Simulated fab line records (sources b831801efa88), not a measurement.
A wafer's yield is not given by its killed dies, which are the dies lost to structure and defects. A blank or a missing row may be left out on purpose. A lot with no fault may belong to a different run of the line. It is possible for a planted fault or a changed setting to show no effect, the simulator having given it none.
What tool caused it? | flow gf180mcu | 14 lots, 42 wafers sampled, at 4 steps of a route of 602

== WHAT EACH GAUGE READ, for each wafer ==
GF_STI_THK_MEAS_30. Usual: STI_OXIDATION_02_THK 10.04 nm, standard deviation 0.18.
lot  | measured    | on            | STI_OXIDATION_02_THK (nm) | flag
L783 | day 2 02:57 | film-metro-04 | 9.79 9.93 9.84            |
L784 | day 2 12:04 | film-metro-01 | 10.09 10.12 10.17         |
L785 | day 2 17:13 | film-metro-02 | 10.03 9.90 9.98           |
L786 | day 2 21:40 | film-metro-02 | 9.90 9.95 9.71            |
L787 | day 3 03:14 | film-metro-02 | 9.95 9.94 9.71            |
L788 | day 3 08:02 | film-metro-01 | 10.12 10.03 10.03         |
L789 | day 3 11:47 | film-metro-01 | 9.87 9.87 9.87            |
L790 | day 3 20:24 | film-metro-01 | 9.87 9.72 9.82            |
L791 | day 4 00:55 | film-metro-02 | 10.23 10.06 10.33         |
L792 | day 4 04:41 | film-metro-02 | 9.80 9.69 9.83            |
L793 | day 4 09:50 | film-metro-01 | 10.09 10.13 10.22         |
L799 | day 5 17:10 | film-metro-02 | 10.12 10.30 10.30         |
L802 | day 6 12:56 | film-metro-01 | 10.26 10.28 10.12         |
L806 | day 7 04:59 | film-metro-02 | 10.50 10.32 10.20         |

GF_DUAL_GATE_THK_MEAS_03. Usual: DUAL_GATE_OXIDATION_00_THK 10.86 nm, standard deviation 0.2.
lot  | measured     | on            | DUAL_GATE_OXIDATION_00_THK (nm)     | flag
L783 | day 7 10:32  | film-metro-04 | 10.76 10.83 10.74                   |
L784 | day 7 22:04  | film-metro-01 | 11.01 11.01 10.96                   |
L785 | day 8 02:12  | film-metro-01 | 11.01 11.14 11.34                   |
L786 | day 8 08:01  | film-metro-04 | 10.91 11.17 10.97                   |
L787 | day 8 19:55  | film-metro-02 | 10.71 10.65 10.94                   |
L788 | day 8 23:26  | film-metro-02 | 10.91 11.07 10.94                   |
L789 | day 9 03:31  | film-metro-01 | 11.23 11.30 11.35                   |
L790 | day 9 17:15  | film-metro-04 | 10.62 10.62 10.59                   |
L791 | day 9 18:37  | film-metro-01 | 11.14 11.11 11.06                   |
L792 | day 10 01:58 | film-metro-01 | 10.66 10.84 10.70                   |
L793 | day 10 11:58 | film-metro-01 | 10.72 10.68 10.82                   |
L799 | day 12 02:01 | film-metro-04 | 11.37 11.69 11.60 11.34 11.66 11.62 | OFF
L802 | day 13 03:54 | film-metro-04 | 11.43 11.76 11.59 11.38 11.83 11.68 | OFF
L806 | day 14 03:52 | film-metro-01 | 10.60 10.61 10.73                   |

GF_HV_LDD_CD_MEAS_07 targets a cd of 400 nm. Usual: 401.4 nm for cd-nm, sd 2.6.
lot  | measured     | on        | cd-nm (nm)        | flag
L783 | day 9 17:49  | cd-sem-02 | 406.1 403.6 402.8 |
L784 | day 10 07:56 | cd-sem-01 | 402.9 403.4 401.6 |
L785 | day 10 15:15 | cd-sem-02 | 406.3 402.9 402.9 |
L786 | day 10 18:20 | cd-sem-02 | 403.0 402.4 400.4 |
L787 | day 11 05:55 | cd-sem-02 | 399.1 397.7 400.4 |
L788 | day 11 10:04 | cd-sem-02 | 400.1 400.7 400.8 |
L789 | day 11 14:20 | cd-sem-02 | 398.0 399.2 400.5 |
L790 | day 12 06:58 | cd-sem-02 | 397.0 398.1 398.1 |
L791 | day 12 09:16 | cd-sem-01 | 406.9 405.1 404.7 |
L792 | day 12 15:26 | cd-sem-02 | 399.4 399.2 398.3 |
L793 | day 13 02:47 | cd-sem-02 | 402.3 398.6 400.6 |
L799 | day 14 19:42 | cd-sem-01 | 402.5 399.7 402.2 |
L802 | day 15 23:31 | cd-sem-02 | 396.8 395.8 397.2 |
L806 | day 17 01:56 | cd-sem-01 | 398.4 398.7 399.8 |

== WHICH TOOL RAN EACH LOT (tool, then ch and the chambers of the sampled wafers, then the start) ==
lot  | GF_STI_CMP_25
L783 | cmp-02 ch 1,2,3, day 2 00:20
L784 | cmp-02 ch 0,1, day 2 09:44
L785 | cmp-02 ch 0,1,2, day 2 14:23
L786 | cmp-02 ch 1,3, day 2 19:23
L787 | cmp-02 ch 0,2, day 3 00:59
L788 | cmp-01 ch 1,3, day 3 05:44
L789 | cmp-01 ch 1,2,3, day 3 09:32
L790 | cmp-01 ch 1,2,3, day 3 18:13
L791 | cmp-02 ch 0,1, day 3 21:46
L792 | cmp-02 ch 0,1,2, day 4 02:23
L793 | cmp-01 ch 0,1,3, day 4 07:29
L799 | cmp-01 ch 1,2, day 5 14:48
L802 | cmp-01 ch 0,1,3, day 6 08:23
L806 | cmp-01 ch 0,1,2, day 7 02:17
- GF_STI_CMP_25: polishes, stops on Si3N4, t overpolish 33 s, target thk 524.6 nm.

== AS READ BY THE TOOLS THEMSELVES (means over the sampled wafers that have a number; for cases with no such wafer, the mark the record gives instead) ==
GF_STI_CMP_25. Usual: motor-current-A 11.9 A, standard deviation 1.3; overpolish-run-s 33.000 s, standard deviation 0.0089; time-to-endpoint-s 122 s, standard deviation 3.5.
lot  | tool   | motor-current-A (A) | overpolish-run-s (s) | time-to-endpoint-s (s) | flag
L783 | cmp-02 | 11.8                | 32.999               | 122                    |
L784 | cmp-02 | 13.2                | 32.997               | 124                    |
L785 | cmp-02 | 12.8                | 32.995               | 117                    |
L786 | cmp-02 | 10.9                | 33.001               | 123                    |
L787 | cmp-02 | 13.3                | 32.999               | 120                    |
L788 | cmp-01 | 12.0                | 33.004               | 117                    |
L789 | cmp-01 | 12.1                | 33.006               | 120                    |
L790 | cmp-01 | 12.0                | 33.001               | 120                    |
L791 | cmp-02 | 11.9                | 32.997               | 123                    |
L792 | cmp-02 | 12.5                | 33.005               | 125                    |
L793 | cmp-01 | 11.8                | 33.001               | 118                    |
L799 | cmp-01 | 12.7                | 32.998               | 124                    |
L802 | cmp-01 | 12.1                | 32.999               | 123                    |
L806 | cmp-01 | 11.6                | 32.992               | 122                    |

== THE ANSWER, worked out from the rows above alone ==
Rule: a lot counts as off when the mean over its wafers that have a number is more than 3 standard deviations away from the usual mean. A lot without any number at a reading at which 4 lots or more have one is off too. The other lots that the step has rows for count as sound. After the gauges, taken in route order, come the tools' own readings; for these a lot's mean is taken, as printed above. At the first step where some lot is off, the reading lying furthest off is the one used; lots without a number count as furthest.
Off: L799, L802, seen at GF_DUAL_GATE_THK_MEAS_03 (DUAL_GATE_OXIDATION_00_THK).
A tool fits if, at a process step before that reading, it ran every lot that is off, and no sound lot after the first of them. Those tools and the gauges at GF_DUAL_GATE_THK_MEAS_03 are tried in the same way. One candidate fits, namely film-metro-04 at GF_DUAL_GATE_THK_MEAS_03. A fault onset in the window from L790 (day 9 17:15, its last sound lot) to L799 (day 12 02:01, its first lot off) fits.

== WHAT THE SIMULATOR PUT IN ==
Metrology matching offset: film-metro-04, from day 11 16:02 on, at GF_DUAL_GATE_THK_MEAS_03. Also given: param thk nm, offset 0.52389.
Lots struck among those shown: L799, L802. The rule above found the same.
